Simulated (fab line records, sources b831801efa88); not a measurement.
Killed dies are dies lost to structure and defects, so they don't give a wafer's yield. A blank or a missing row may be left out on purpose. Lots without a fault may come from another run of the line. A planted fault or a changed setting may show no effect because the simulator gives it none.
Chamber matching | flow sky130 | SKY_FIELD_ISO_CMP_27 on cmp-02: 4 sister chambers
The step polishes, stops on Si3N4, t overpolish 16 s, target thk 457.8 nm. 4 wafers are shown with their chamber, then 8 later ones without.

WAFERS WITH THEIR CHAMBER
wafer  | chamber | motor_current_A (A)
L117.1 | 2       | 12.4
L121.1 | 0       | 12.1
L121.6 | 1       | 12.5
L126.2 | 3       | 13.5

WAFERS WITHOUT THEIR CHAMBER
wafer  | motor_current_A (A)
L126.3 | 12.7
L126.4 | 12.4
L131.1 | 12.4
L131.4 | 12.2
L131.6 | 12.8
L133.1 | 13.2
L133.2 | 11.9
L133.4 | 12.1

WHICH CHAMBER EACH WENT THROUGH
wafer  | from the rows above          | in truth
L126.3 | can't be placed: 1 or 2      | 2
L126.4 | can't be placed: 2 or 1 or 0 | 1
L131.1 | can't be placed: 2 or 1 or 0 | 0
L131.4 | can't be placed: 0 or 2 or 1 | 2
L131.6 | can't be placed: 1 or 2      | 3
L133.1 | 3                            | 3
L133.2 | can't be placed: 0 or 2      | 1
L133.4 | can't be placed: 0 or 2      | 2
Placed correctly: 1 of 8. Can't be placed from these rows: 7 (the true chamber is among the candidates in 5). Placed wrongly: 0.
How it was worked out, from the rows above alone: a wafer's distance from a chamber is the root of the sum, over the readings, of the square of ((its reading less the chamber's mean) divided by the reading's scatter). The wafer belongs to the nearest chamber; if the next one is less than 2 further off, it can't be placed. A chamber's mean is the mean of its shown wafers. The scatter: with one shown wafer a chamber, the root of the mean of the squares of how far each hidden wafer lies from its nearest shown one.
